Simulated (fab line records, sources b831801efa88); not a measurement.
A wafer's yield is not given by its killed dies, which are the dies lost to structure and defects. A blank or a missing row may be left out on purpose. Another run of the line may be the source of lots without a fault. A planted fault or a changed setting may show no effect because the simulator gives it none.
Code-filled problem report in 8D (eight disciplines) form | flow gf180mcu | the parts of the form that need people (team, actions taken, sign-off) are left out

== 1. WHAT IS WRONG ==
V2_W_RS at GF_V2_RS_MEAS_24 reads a mean of 0.3688 ohm/sq on 3 wafers of 1 lot; wafers without a fault read 0.3259 ohm/sq with a standard deviation of 0.003. That is +14 standard deviations from the usual mean.
The step: measures by four-point-probe.
First seen on wafer L886.3, day 23 07:57, on film_metro-04. The record has a number at this step for 36 wafers belonging to 12 lots. By rule, "out" or "out of limits" means more than 4 standard deviations away from the usual mean. Any other wafer with a number is counted as sound.

== 2. WHAT IT IS; WHAT IT IS NOT ==
question                    | is                     | is not
which readings at this step | V2_W_RS                | -
which lots                  | L886                   | L879, L880, L881, L882, L883, L892, L893, L895, L899, L900, L901
which wafers of those lots  | all that have a number | -
read on which gauges        | film_metro-04          | film_metro-01, film_metro-02
when                        | from day 23 07:57      | up to then (15 sound wafers); but 18 sound wafers of L892, L893, L895, L899, L900, L901 came after

== 3. WHAT RULES OUT EACH SUSPECT ==
Counting: a tool at any process step up to the reading remains a suspect when it ran all the lots that are out and ran no sound lot after the first of those.
- ruled out: the gauge at GF_V2_RS_MEAS_24. All the wafers that are out were read on film_metro-04, but those of them that GF_V2_CVD_23 has rows for are out there too, on other tools.
- pvd_sputter-04 at GF_V2_SPUTTER_21 (material Ti, target thk 15 nm, time 80.02 s): ruled out as a lasting fault. After its first lot that is out, L886 (day 23 07:35), sound lots L901 ran on it.
- cvd_w-02 at GF_V2_CVD_23 (deposits W, target thk 350 nm, time 104.94 s): ruled out as a lasting fault. After its first lot that is out, L886 (day 23 07:46), sound lots L900 ran on it.
Left after counting: nothing in the record.

== 4. THE CAUSE (what the simulator had put in) ==
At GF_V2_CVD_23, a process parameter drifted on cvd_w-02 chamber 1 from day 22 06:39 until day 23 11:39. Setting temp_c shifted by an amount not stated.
It was ruled out by counting, in error; the rule expects a fault to strike all lots run on its tool from its start on, and this fault did not.

== 5. THE EFFECT CHAIN, in route order ==
Each row: a reading whose mean over the struck wafers that have a number lies more than 3 standard deviations from the usual. Scope: only readings with a usual standard deviation given in the record; hours: median across lots of the time from each lot's start at the first step in this table that gives one to its start at this step; sigmas: change in usual standard deviations.
hours | step              | reading          | usual         | on struck wafers | change  | sigmas
0     | GF_V2_CVD_23      | susceptor_temp_C | 400.05 C      | 393.30           | -6.75   | -31
0     | GF_V2_RS_MEAS_24  | V2_W_RS          | 0.3259 ohm/sq | 0.3688           | +0.0429 | +14
0     | GF_V2_THK_MEAS_25 | V2_W_THK         | 346 nm        | 309              | -37     | -9.3
Its process steps:
- GF_V2_CVD_23: deposits W, target thk 350 nm, time 104.94 s.
Later measuring or inspecting steps at which every struck wafer that the step has a row for has a number for every such reading, and none has moved that far: GF_M3_THK_MEAS_06.

== 6. HOW IT WOULD HAVE BEEN CAUGHT EARLIER ==
The first out-of-limits reading at a measuring or inspecting step in this record came at day 23 07:57, 25 hours after the fault's start at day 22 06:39.
At GF_V2_CVD_23, the tool's own readings (susceptor_temp_C) were out on each struck wafer the step has a row for, so an alarm limit on them would have fired on the first such wafer.
